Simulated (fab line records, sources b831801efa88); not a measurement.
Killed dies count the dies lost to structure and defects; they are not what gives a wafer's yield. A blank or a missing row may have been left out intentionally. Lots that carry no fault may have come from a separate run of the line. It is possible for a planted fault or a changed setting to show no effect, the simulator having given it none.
fab line records	flow sky130
record: lots: 5	wafers: 23
route steps=708 shown VIA2@521 CAPM@544 METAL3@560 VIA3@573 METAL4@626 VIA4@641
startH: the number of hours between the record's first day and the start of the first shown wafer of the lot	waitH: hours from the lot's prior step to this one	" repeats the value in the row above	L1.1+2: a row that stands for several wafers	- no value, or no start given	* or withheld: withheld	< > ~ a bound
route shown NAME@n: NAME is a module with steps in the file, n the number in the route of the first one	usual: the fault-free wafers' mean and standard deviation	same: alike in all rows	chamber/n: place in a boat	sites: the reading at each site	_std_site: the standard deviation of these	_edge_site: inner sites' mean taken away from outer sites' mean	radiusMm: for every site, how far away it sits from the centre of the wafer	mask NAME#n: copy n	behind: the last tool/chamber to shape the wafer	hold: why the lot went on hold/how many hours it stayed there/how the hold came to an end	device: the n, p or np transistor that did not switch	end of line: tests run on the same wafers once the route is complete	a step with no rows: only its recipe	killed: dies that structure and defects cost at the first sort, which is not the same as the wafer's yield	map: a wafer's dies, x killed, . not, _ none there
set.NAME: the setting the step ran with; set.NAME@STEP: the setting that earlier step ran with	model.NAME: the simulator's own value behind a step, which no gauge read
lots where settings were altered on purpose, with a table for each step and a row for each wafer
== steps ==
step: SKY_VIA2_ETCH_14
recipe: chemistry: N2/H2	target: BARC	ionEnergyEv: 200	sourceW: 500	biasW: 100	pressureMtorr: 30	n2FlowSccm: 100	h2FlowSccm: 200	stopOn: SiO2	timeS: 45.9	targetDepthA: 600
usual: oesProductAu: 0.853/0.0044
lot.wafer	tool	chamber	startH	waitH	set.timeS	oesProductAu	model.KrF-thick_of_VIA2_COAT_07.thkNm
L074.2	rieDiel-01	3	847.28	0.0	45.9	0.859	389.1
L074.4	"	1	"	"	45.9	0.858	388
L074.5	"	3	"	"	45.9	0.853	387.9
L076.1	rieDiel-03	1	869.39	0.0	41.99	0.892	391.9
L076.2	"	0	"	"	45.9	0.844	391.2
L076.4	"	2	"	"	45.9	0.856	390.5
L076.5	"	2	"	"	45.9	0.856	390.4
L076.6	"	1	"	"	41.99	0.893	394.3
L081.1	rieDiel-04	0	910.22	0.0	50.83	0.847	386.1
L081.2	"	3	"	"	50.83	0.847	386.5
L081.3	"	1	"	"	50.83	0.832	386.8
L081.5	"	2	"	"	45.9	0.860	391.6
L081.6	"	3	"	"	45.9	0.857	391.5
L083.1	rieDiel-01	2	914.09	0.0	48.98	0.840	385.7
L083.2	"	1	"	"	45.9	0.858	390
L083.3	"	3	"	"	48.98	0.843	386.9
L083.4	"	0	"	"	48.98	0.839	388.2
L083.6	"	0	"	"	45.9	0.857	390.7
L085.1	rieDiel-01	0	935.73	0.0	45.9	0.852	392.6
L085.2	"	1	"	"	45.9	0.863	395.1
L085.4	"	3	"	"	41.29	0.920	396.3
L085.5	"	0	"	"	41.29	0.898	397.6
L085.6	"	3	"	"	41.29	0.910	395.9
step: SKY_VIA2_ETCH_15
recipe: target: SiO2	chemistry: C4F8/O2/Ar	targetDepthNm: 546	stopOn: TiN	maskMaterial: KrF-thick	sourceW: 1500	biasW: 1200	pressureMtorr: 40	c4f8FlowSccm: withheld	O2_flow_sccm: 6	Ar_flow_sccm: 300	timeS: 84
usual: oesProductAu: 0.940/0.0043
lot.wafer	tool	chamber	startH	waitH	set.leaveAboveRefNm@VIA2_CMP_02	oesProductAu	model.VIA2.featureDepthNm
L074.2	rieDiel-01	3	847.32	0.0	495	0.941	497.5
L074.4	"	1	"	"	495	0.931	494.7
L074.5	"	3	"	"	495	0.938	495.9
L076.1	rieDiel-03	1	869.43	0.0	505.3	0.960	506.5
L076.2	"	0	"	"	495	0.941	495.3
L076.4	"	2	"	"	505.3	0.950	505.6
L076.5	"	2	"	"	495	0.940	494.5
L076.6	"	1	"	"	505.3	0.947	505.6
L081.1	rieDiel-04	0	910.26	0.0	531.5	0.986	531.7
L081.2	"	3	"	"	495	0.945	497
L081.3	"	1	"	"	495	0.940	494.1
L081.5	"	2	"	"	495	0.938	495.3
L081.6	"	3	"	"	531.5	0.978	533
L083.1	rieDiel-01	2	914.13	0.0	530.4	0.977	530.8
L083.2	"	1	"	"	495	0.935	494.4
L083.3	"	3	"	"	495	0.945	495.5
L083.4	"	0	"	"	495	0.938	494.6
L083.6	"	0	"	"	530.4	0.973	529.2
L085.1	rieDiel-01	0	935.77	0.0	479.2	0.916	478.2
L085.2	"	1	"	"	479.2	0.922	479.9
L085.4	"	3	"	"	479.2	0.930	480.4
L085.5	"	0	"	"	495	0.942	495.1
L085.6	"	3	"	"	495	0.932	496.3
step: SKY_CAPM_COAT_07
recipe: resist: NOVOLAK	spinRpm: 3000	resistThkNm: 1140
lot.wafer	tool	chamber	startH	waitH	set.spinRpm	model.NOVOLAK_of_CAPM_COAT_07.thkNm
L074.2	lithoTrack-03	0	861.91	0.1	3000	1141
L074.4	"	0	"	"	3000	1139
L074.5	"	0	"	"	3000	1140
L076.1	lithoTrack-03	0	884.29	0.1	3000	1136
L076.2+4	"	0	"	"	3000	1138
L076.5	"	0	"	"	3000	1139
L076.6	"	0	"	"	3000	1140
L081.1	lithoTrack-01	0	923.26	0.1	3161	1115
L081.2	"	0	"	"	3000	1141
L081.3	"	0	"	"	3000	1146
L081.5	"	0	"	"	3161	1114
L081.6	"	0	"	"	3000	1142
L083.1	lithoTrack-04	0	929.32	0.1	3000	1139
L083.2	"	0	"	"	2942	1151
L083.3	"	0	"	"	2942	1150
L083.4+6	"	0	"	"	3000	1137
L085.1	lithoTrack-03	0	949.14	0.1	2821	1175
L085.2	"	0	"	"	3000	1138
L085.4	"	0	"	"	2821	1178
L085.5	"	0	"	"	3000	1141
L085.6	"	0	"	"	3000	1140
step: SKY_CAPM_SOFTBAKE_08
recipe: tempC: 90	timeS: 60	resist: NOVOLAK
step: SKY_CAPM_EXPOSE_09
recipe: maskId: CAPM	na: 0.6	sourceShape: conventional	sigmaOuter: 0.6	polarization: unpolarized	targetCdNm: 1000	doseMj: 159
step: SKY_CAPM_DEVELOP_11
recipe: resist: NOVOLAK	developer: TMAH	developTimeS: 60	devTempC: 23
step: SKY_CAPM_METAL_ETCH_13
recipe: targetDepthNm: 220	stopOn: SiO2	chemistry: Cl2/BCl3	target: TiN	pressureMtorr: 10	icpW: 900	biasW: 48.5	Cl2_flow_sccm: 60	bcl3FlowSccm: 30	timeS: 62.9
lot.wafer	tool	chamber	startH	waitH	set.spinRpm@CAPM_COAT_07	model.NOVOLAK_of_CAPM_COAT_07.thkNm
L074.2	rieMetal-01	0	874.80	0.0	3000	999.1
L074.4	"	0	"	"	3000	996.5
L074.5	"	0	"	"	3000	997.2
L076.1	rieMetal-02	1	896.46	0.0	3000	990.4
L076.2	"	0	"	"	3000	989.4
L076.4	"	1	"	"	3000	992.4
L076.5	"	0	"	"	3000	991.2
L076.6	"	1	"	"	3000	993
L081.1	rieMetal-04	1	935.91	0.0	3161	972.3
L081.2	"	0	"	"	3000	992.8
L081.3	"	1	"	"	3000	1002
L081.5	"	0	"	"	3161	965.4
L081.6	"	1	"	"	3000	997.4
L083.1	rieMetal-01	1	942.36	0.0	3000	987.4
L083.2	"	0	"	"	2942	1009
L083.3	"	0	"	"	2942	1007
L083.4	"	1	"	"	3000	985.7
L083.6	"	0	"	"	3000	994.7
L085.1	rieMetal-04	1	961.06	0.0	2821	1032
L085.2	"	0	"	"	3000	988.5
L085.4	"	0	"	"	2821	1030
L085.5	"	0	"	"	3000	992
L085.6	"	1	"	"	3000	996.7
step: SKY_CAPM_STRIP_14
recipe: chemistry: O2/N2	powerW: 1400	pressureMtorr: 1500	platenTempC: withheld	o2FlowSccm: 3000	n2FlowSccm: 300	overashFraction: 0.5
usual: stripTimeToEndpointS: 12.66/0.053
lot.wafer	tool	chamber	startH	waitH	set.spinRpm@CAPM_COAT_07	stripTimeToEndpointS
L074.2	plasmaAsher-03	1	874.93	0.1	3000	12.71
L074.4	"	0	"	"	3000	12.69
L074.5	"	1	"	"	3000	12.71
L076.1	plasmaAsher-04	0	896.54	0.1	3000	12.61
L076.2	"	1	"	"	3000	12.60
L076.4	"	1	"	"	3000	12.64
L076.5	"	0	"	"	3000	12.64
L076.6	"	1	"	"	3000	12.65
L081.1	plasmaAsher-02	1	935.99	0.1	3161	12.41
L081.2	"	0	"	"	3000	12.66
L081.3	"	1	"	"	3000	12.76
L081.5	"	1	"	"	3161	12.35
L081.6	"	0	"	"	3000	12.70
L083.1	plasmaAsher-03	0	942.44	0.1	3000	12.58
L083.2	"	1	"	"	2942	12.83
L083.3	"	1	"	"	2942	12.80
L083.4	"	0	"	"	3000	12.56
L083.6	"	1	"	"	3000	12.68
L085.1	plasmaAsher-02	0	961.14	0.1	2821	13.02
L085.2	"	1	"	"	3000	12.59
L085.4	"	1	"	"	2821	13.02
L085.5	"	0	"	"	3000	12.63
L085.6	"	1	"	"	3000	12.69
step: SKY_METAL3_EXPOSE_10
recipe: maskId: MM3	na: 0.68	sourceShape: annular	sigmaInner: 0.4	sigmaOuter: 0.8	targetCdNm: 300	doseMj: 28
lot.wafer	tool	chamber	startH	waitH	mask	set.doseMj
L074.2+4+5	krfScanner-02	0	-	-	MM3#0	28
L076.1+4	krfScanner-02	0	-	-	MM3#0	28
L076.2+5+6	"	0	"	"	MM3#0	28.75
L081.1+2	krfScanner-01	0	-	-	MM3#0	26.35
L081.3+5+6	"	0	"	"	MM3#0	28
L083.1+2	krfScanner-01	0	-	-	MM3#0	28
L083.3+4+6	"	0	"	"	MM3#0	28.56
L085.1+2+6	krfScanner-02	0	-	-	MM3#0	30.05
L085.4+5	"	0	"	"	MM3#0	28
step: SKY_METAL3_PEB_11
recipe: pebTempC: withheld	pebTimeS: withheld	resist: KrF-thick
step: SKY_METAL3_DEVELOP_12
recipe: developTimeS: 60	resist: KrF-thick	devTempC: 21.88
lot.wafer	tool	chamber	startH	waitH	set.doseMj@METAL3_EXPOSE_10	model.METAL3.cdNm
L074.2	lithoTrack-04	0	-	-	28	302.8
L074.4+5	"	0	"	"	28	302.6
L076.1	lithoTrack-02	0	-	-	28	300.4
L076.2	"	0	"	"	28.75	295.3
L076.4	"	0	"	"	28	300.1
L076.5	"	0	"	"	28.75	295.1
L076.6	"	0	"	"	28.75	293.3
L081.1	lithoTrack-01	0	-	-	26.35	310.8
L081.2	"	0	"	"	26.35	310.5
L081.3+5	"	0	"	"	28	300.5
L081.6	"	0	"	"	28	299.6
L083.1	lithoTrack-01	0	-	-	28	300.7
L083.2	"	0	"	"	28	299.8
L083.3	"	0	"	"	28.56	296.5
L083.4	"	0	"	"	28.56	297.5
L083.6	"	0	"	"	28.56	296.6
L085.1	lithoTrack-04	0	-	-	30.05	287
L085.2	"	0	"	"	30.05	287.7
L085.4	"	0	"	"	28	300.2
L085.5	"	0	"	"	28	300.7
L085.6	"	0	"	"	30.05	288.1
step: SKY_METAL3_CD_MEAS_13
recipe: targetCdNm: 300
usual: cdNm: 300.0/1.6
lot.wafer	tool	chamber	startH	waitH	set.doseMj@METAL3_EXPOSE_10	cdNm
L074.2	cdSem-02	-	900.19	-	28	302.8
L074.4	"	-	"	"	28	302.6
L074.5	"	-	"	"	28	302.7
L076.1	cdSem-01	-	922.36	-	28	300.4
L076.2	"	-	"	"	28.75	295.3
L076.4	"	-	"	"	28	300.3
L076.5	"	-	"	"	28.75	295.4
L076.6	"	-	"	"	28.75	293.1
L081.1	cdSem-01	-	960.51	-	26.35	310.9
L081.2	"	-	"	"	26.35	310.3
L081.3	"	-	"	"	28	301.0
L081.5	"	-	"	"	28	301.2
L081.6	"	-	"	"	28	299.9
L083.1	cdSem-02	-	966.31	-	28	300.5
L083.2	"	-	"	"	28	299.6
L083.3	"	-	"	"	28.56	296.1
L083.4	"	-	"	"	28.56	297.5
L083.6	"	-	"	"	28.56	296.9
L085.1	cdSem-02	-	985.07	-	30.05	287.2
L085.2	"	-	"	"	30.05	287.8
L085.4	"	-	"	"	28	300.0
L085.5	"	-	"	"	28	300.6
L085.6	"	-	"	"	30.05	288.0
step: SKY_METAL3_DESCUM_15
recipe: chemistry: O2	sourcePowerW: 150	biasPowerW: 0	pressureMtorr: 10	tempC: 40	timeS: 8
step: SKY_METAL3_ETCH_16
recipe: chemistry: N2/H2	target: BARC	ionEnergyEv: 200	biasW: 100	pressureMtorr: 30	n2FlowSccm: 100	h2FlowSccm: 200	icpW: 500	stopOn: SiO2	timeS: 88.2	targetDepthA: 600
lot.wafer	tool	chamber	startH	waitH	set.doseMj@METAL3_EXPOSE_10	model.METAL3.cdNm
L074.2	rieMetal-03	1	900.43	0.1	28	299
L074.4	"	1	"	"	28	299.1
L074.5	"	1	"	"	28	298.4
L076.1	rieMetal-02	0	922.55	0.0	28	300.4
L076.2	"	1	"	"	28.75	292
L076.4	"	0	"	"	28	298.6
L076.5	"	1	"	"	28.75	291.7
L076.6	"	0	"	"	28.75	293.3
L081.1	rieMetal-01	0	960.70	0.0	26.35	311.3
L081.2	"	1	"	"	26.35	310.7
L081.3	"	1	"	"	28	299.7
L081.5	"	0	"	"	28	301.3
L081.6	"	1	"	"	28	299.6
L083.1	rieMetal-02	1	966.53	0.1	28	298
L083.2	"	1	"	"	28	297.6
L083.3	"	1	"	"	28.56	293.5
L083.4	"	1	"	"	28.56	295.1
L083.6	"	1	"	"	28.56	293.9
L085.1	rieMetal-01	1	985.26	0.0	30.05	287.2
L085.2	"	0	"	"	30.05	289.3
L085.4	"	0	"	"	28	302.2
L085.5	"	0	"	"	28	303.1
L085.6	"	1	"	"	30.05	288.3
step: SKY_VIA3_HDPCVD_00
recipe: material: SiO2	targetThkNm: 1635	sigmaOpenFrac: 0.3	timeS: 272.5	tempC: 400	sih4FlowSccm: 60	pressureMtorr: 6
lot.wafer	tool	chamber	startH	waitH	set.sih4FlowSccm	model.SiO2_of_VIA3_HDPCVD_00.thkNm
L074.2	hdpcvd-02	2	901.38	0.0	60	1626
L074.4	"	0	"	"	60	1601
L074.5	"	2	"	"	60	1598
L076.1	hdpcvd-02	2	923.44	0.0	56.94	1534
L076.2	"	0	"	"	60	1610
L076.4	"	1	"	"	60	1590
L076.5	"	2	"	"	56.94	1531
L076.6	"	0	"	"	60	1580
L081.1	hdpcvd-02	2	961.59	0.0	51.36	1384
L081.2	"	0	"	"	51.36	1376
L081.3	"	1	"	"	51.36	1357
L081.5	"	2	"	"	60	1624
L081.6	"	0	"	"	60	1606
L083.1	hdpcvd-01	0	967.52	0.0	60	1655
L083.2	"	2	"	"	60	1654
L083.3	"	1	"	"	60	1639
L083.4	"	0	"	"	60	1658
L083.6	"	2	"	"	60	1659
L085.1	hdpcvd-01	2	986.15	0.0	60	1645
L085.2	"	1	"	"	52.59	1442
L085.4	"	1	"	"	52.59	1437
L085.5	"	0	"	"	52.59	1444
L085.6	"	2	"	"	60	1643
step: SKY_VIA3_THK_MEAS_01
recipe: reads: SiO2_of_VIA3_HDPCVD_00
usual: VIA3_HDPCVD_THK: 1625/25
lot.wafer	tool	chamber	startH	waitH	set.sih4FlowSccm@VIA3_HDPCVD_00	VIA3_HDPCVD_THK[nm]
L074.2	filmMetro-04	-	901.56	0.1	60	1626
L074.4	"	-	"	"	60	1601
L074.5	"	-	"	"	60	1598
L076.1	filmMetro-01	-	923.61	0.1	56.94	1532
L076.2	"	-	"	"	60	1610
L076.4	"	-	"	"	60	1589
L076.5	"	-	"	"	56.94	1532
L076.6	"	-	"	"	60	1579
L081.1	filmMetro-02	-	961.76	0.1	51.36	1385
L081.2	"	-	"	"	51.36	1377
L081.3	"	-	"	"	51.36	1356
L081.5	"	-	"	"	60	1623
L081.6	"	-	"	"	60	1605
L083.1	filmMetro-01	-	967.69	0.1	60	1654
L083.2	"	-	"	"	60	1655
L083.3	"	-	"	"	60	1639
L083.4	"	-	"	"	60	1657
L083.6	"	-	"	"	60	1660
L085.1	filmMetro-01	-	986.32	0.1	60	1645
L085.2	"	-	"	"	52.59	1441
L085.4	"	-	"	"	52.59	1437
L085.5	"	-	"	"	52.59	1444
L085.6	"	-	"	"	60	1643
step: SKY_METAL4_EXPOSE_10
recipe: maskId: MM4	na: 0.68	sourceShape: annular	sigmaInner: 0.4	sigmaOuter: 0.8	targetCdNm: 300	doseMj: 28
lot.wafer	tool	chamber	startH	waitH	mask	set.doseMj
L074.2+4+5	krfScanner-01	0	-	-	MM4#0	28
L076.1+2+4+5+6	krfScanner-02	0	-	-	MM4#0	28
L081.1+2+6	krfScanner-01	0	-	-	MM4#0	27.42
L081.3+5	"	0	"	"	MM4#0	28
L083.1+3+4	krfScanner-01	0	-	-	MM4#0	29.74
L083.2+6	"	0	"	"	MM4#0	28
L085.1+4+6	krfScanner-02	0	-	-	MM4#0	26
L085.2+5	"	0	"	"	MM4#0	28
step: SKY_METAL4_PEB_11
recipe: pebTempC: withheld	pebTimeS: withheld	resist: KrF-thick
step: SKY_METAL4_DEVELOP_12
recipe: developTimeS: 62.33	resist: KrF-thick	devTempC: 21
lot.wafer	tool	chamber	startH	waitH	set.doseMj@METAL4_EXPOSE_10	model.METAL4.cdNm
L074.2	lithoTrack-03	0	-	-	28	302.8
L074.4	"	0	"	"	28	303.5
L074.5	"	0	"	"	28	303.4
L076.1	lithoTrack-04	0	-	-	28	302.4
L076.2	"	0	"	"	28	301.7
L076.4	"	0	"	"	28	301.6
L076.5	"	0	"	"	28	300.7
L076.6	"	0	"	"	28	300.9
L081.1	lithoTrack-01	0	-	-	27.42	303.9
L081.2	"	0	"	"	27.42	302.8
L081.3	"	0	"	"	28	298
L081.5	"	0	"	"	28	298.5
L081.6	"	0	"	"	27.42	303.3
L083.1	lithoTrack-03	0	-	-	29.74	289.3
L083.2	"	0	"	"	28	300
L083.3	"	0	"	"	29.74	288.3
L083.4	"	0	"	"	29.74	287.7
L083.6	"	0	"	"	28	298.3
L085.1	lithoTrack-04	0	-	-	26	313.8
L085.2	"	0	"	"	28	300
L085.4	"	0	"	"	26	312.4
L085.5	"	0	"	"	28	300.1
L085.6	"	0	"	"	26	313.6
step: SKY_METAL4_CD_MEAS_13
recipe: targetCdNm: 300
usual: cdNm: 299.4/1.7
lot.wafer	tool	chamber	startH	waitH	set.doseMj@METAL4_EXPOSE_10	cdNm
L074.2	cdSem-01	-	976.86	-	28	302.6
L074.4	"	-	"	"	28	303.5
L074.5	"	-	"	"	28	303.5
L076.1	cdSem-02	-	999.57	-	28	302.3
L076.2	"	-	"	"	28	301.8
L076.4	"	-	"	"	28	301.4
L076.5	"	-	"	"	28	300.5
L076.6	"	-	"	"	28	301.1
L081.1	cdSem-02	-	1034.16	-	27.42	303.8
L081.2	"	-	"	"	27.42	303.0
L081.3	"	-	"	"	28	298.1
L081.5	"	-	"	"	28	298.6
L081.6	"	-	"	"	27.42	303.0
L083.1	cdSem-01	-	1039.09	-	29.74	289.2
L083.2	"	-	"	"	28	300.0
L083.3	"	-	"	"	29.74	288.2
L083.4	"	-	"	"	29.74	287.7
L083.6	"	-	"	"	28	298.1
L085.1	cdSem-02	-	1056.77	-	26	313.9
L085.2	"	-	"	"	28	300.4
L085.4	"	-	"	"	26	312.3
L085.5	"	-	"	"	28	300.1
L085.6	"	-	"	"	26	313.7
step: SKY_METAL4_DESCUM_15
recipe: chemistry: O2	sourcePowerW: 150	biasPowerW: 0	pressureMtorr: 10	tempC: 40	timeS: 8
step: SKY_METAL4_ETCH_16
recipe: chemistry: N2/H2	target: BARC	ionEnergyEv: 200	biasW: 100	pressureMtorr: 30	n2FlowSccm: 100	h2FlowSccm: 200	icpW: 500	stopOn: SiO2	timeS: 88.2	targetDepthA: 600
lot.wafer	tool	chamber	startH	waitH	set.doseMj@METAL4_EXPOSE_10	model.METAL4.cdNm
L074.2	rieMetal-01	0	977.02	0.0	28	301.4
L074.4	"	1	"	"	28	303.8
L074.5	"	0	"	"	28	302.3
L076.1	rieMetal-01	0	999.76	0.0	28	301.5
L076.2	"	1	"	"	28	301.6
L076.4	"	0	"	"	28	301.1
L076.5	"	1	"	"	28	298.6
L076.6	"	0	"	"	28	299.3
L081.1	rieMetal-03	1	1034.35	0.0	27.42	303.8
L081.2	"	0	"	"	27.42	303.7
L081.3	"	0	"	"	28	300
L081.5	"	1	"	"	28	298.4
L081.6	"	0	"	"	27.42	304.6
L083.1	rieMetal-01	1	1039.27	0.0	29.74	289.5
L083.2	"	0	"	"	28	299.4
L083.3	"	1	"	"	29.74	289.7
L083.4	"	0	"	"	29.74	287.2
L083.6	"	1	"	"	28	299.6
L085.1	rieMetal-04	1	1056.96	0.0	26	311.3
L085.2	"	0	"	"	28	299.9
L085.4	"	1	"	"	26	310.3
L085.5	"	1	"	"	28	298.4
L085.6	"	0	"	"	26	312.1
step: SKY_VIA4_CMP_02
recipe: material: SiO2	downForcePsi: 4	platenRpm: 60	padVelocityMS: 0.94248
lot.wafer	tool	chamber	startH	waitH	set.leaveAboveRefNm	model.SiO2_of_VIA4_HDPCVD_00.thkNm
L074.4	cmp-02	3	978.28	0.0	580	583.8
L074.2	"	1	"	"	580	578.9
L074.5	"	3	"	"	580	582.3
L076.2	cmp-01	3	1000.98	0.1	580	583.5
L076.1	"	0	"	"	580	582
L076.4	"	1	"	"	599.8	602.3
L076.6	"	2	"	"	580	581
L076.5	"	3	"	"	599.8	602.9
L081.3	cmp-01	0	1035.48	0.0	603	602.9
L081.1	"	2	"	"	603	602.4
L081.2	"	3	"	"	580	581.3
L081.5	"	0	"	"	580	580.3
L081.6	"	1	"	"	580	580.9
L083.1	cmp-01	1	1040.40	0.1	580	583.3
L083.2	"	2	"	"	580	580
L083.3	"	3	"	"	580	582.1
L083.4	"	0	"	"	580	580.6
L083.6	"	2	"	"	580	580.2
L085.4	cmp-02	3	1058.10	0.0	580	582.2
L085.1	"	0	"	"	620.7	621.8
L085.2	"	2	"	"	580	580
L085.6	"	3	"	"	620.7	623.4
L085.5	"	0	"	"	580	581.6
== key ==
split: step: SKY_VIA2_ETCH_14	setting: timeS	stated: 45.9	by: wafer
response: step: SKY_VIA2_ETCH_14	reading: oesProductAu	change: -0.00344	per: 1%	r: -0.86
response: step: SKY_VIA2_ETCH_14	reading: model.KrF-thick_of_VIA2_COAT_07.thkNm	change: -0.376	per: 1%	r: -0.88
split: step: SKY_CAPM_COAT_07	setting: spinRpm	stated: 3000	by: wafer
response: step: SKY_CAPM_COAT_07	reading: model.NOVOLAK_of_CAPM_COAT_07.thkNm	change: -5.87	per: 1%	r: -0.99
response: step: SKY_CAPM_METAL_ETCH_13	reading: model.NOVOLAK_of_CAPM_COAT_07.thkNm	change: -6.16	per: 1%	r: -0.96
response: step: SKY_CAPM_STRIP_14	reading: stripTimeToEndpointS	change: *	per: 1%	r: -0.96
split: step: SKY_METAL3_EXPOSE_10	setting: doseMj	stated: 28	by: wafer
response: step: SKY_METAL3_DEVELOP_12	reading: model.METAL3.cdNm	change: -1.78	per: 1%	r: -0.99
response: step: SKY_METAL3_CD_MEAS_13	reading: cdNm	change: -1.74	per: 1%	r: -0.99
response: step: SKY_METAL3_ETCH_16	reading: model.METAL3.cdNm	change: -1.96	per: 1%	r: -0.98
split: step: SKY_VIA3_HDPCVD_00	setting: sih4FlowSccm	stated: 60	by: wafer
response: step: SKY_VIA3_HDPCVD_00	reading: model.SiO2_of_VIA3_HDPCVD_00.thkNm	change: +16.4	per: 1%	r: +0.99
response: step: SKY_VIA3_THK_MEAS_01	reading: VIA3_HDPCVD_THK	change: +16.3	per: 1%	r: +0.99
split: step: SKY_METAL4_EXPOSE_10	setting: doseMj	stated: 28	by: wafer
response: step: SKY_METAL4_DEVELOP_12	reading: model.METAL4.cdNm	change: -1.83	per: 1%	r: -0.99
response: step: SKY_METAL4_CD_MEAS_13	reading: cdNm	change: -1.81	per: 1%	r: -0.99
response: step: SKY_METAL4_ETCH_16	reading: model.METAL4.cdNm	change: -1.73	per: 1%	r: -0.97
split: step: SKY_VIA4_CMP_02	setting: leaveAboveRefNm	stated: 580	by: wafer
response: step: SKY_VIA4_CMP_02	reading: model.SiO2_of_VIA4_HDPCVD_00.thkNm	change: +5.82	per: 1%	r: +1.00
split outsideThisFile step=SKY_VIA2_CMP_02 setting=leaveAboveRefNm
split outsideThisFile: this setting was split too, and the file shows its column; the key of that split is in another file
